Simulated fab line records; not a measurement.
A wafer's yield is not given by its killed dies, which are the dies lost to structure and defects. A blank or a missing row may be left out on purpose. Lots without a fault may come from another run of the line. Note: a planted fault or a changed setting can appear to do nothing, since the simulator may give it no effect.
Chamber matching	flow sfq_line	SFQ_TRILAYER_I3_CMP_CMP_082 on cmp-01: 4 sister chambers
The step polishes SiO2. 4 wafers are shown with their chamber, then 7 later ones without.

## WAFERS, EACH WITH ITS CHAMBER
wafer	chamber	motor_current_A (A)
L898.1	0	8.8
L906.3	2	10.3
L907.2	3	10.8
L907.5	1	11.2

## WAFERS WITHOUT THEIR CHAMBER
wafer	motor_current_A (A)
L907.6	9.5
L908.3	9.9
L908.1	9.9
L908.5	11.0
L909.2	9.3
L909.4	10.2
L909.6	10.4

## EACH ONE'S CHAMBER
wafer	from the rows above	in truth
L907.6	can't be placed: 0 or 2 or 3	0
L908.3	can't be placed: 2 or 3 or 0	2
L908.1	can't be placed: 2 or 3 or 0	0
L908.5	can't be placed: 1 or 3 or 2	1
L909.2	can't be placed: 0 or 2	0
L909.4	can't be placed: 2 or 3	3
L909.6	can't be placed: 2 or 3 or 1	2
Placed correctly: 0 of 7. Cannot be placed on the basis of these rows: 7; the candidates contain the true chamber in 7. Number placed wrongly: 0.
How it was worked out, from the rows above alone: a wafer's distance from a chamber is the root of the sum, over the readings, of the square of ((its reading less the chamber's mean) divided by the reading's scatter). The wafer belongs to the nearest chamber; if the next one is less than 2 further off, it can't be placed. A chamber's mean is the mean of its shown wafers. The scatter (one wafer shown for each chamber): square how far every hidden wafer sits from the nearest shown wafer, average those squares and take the square root.
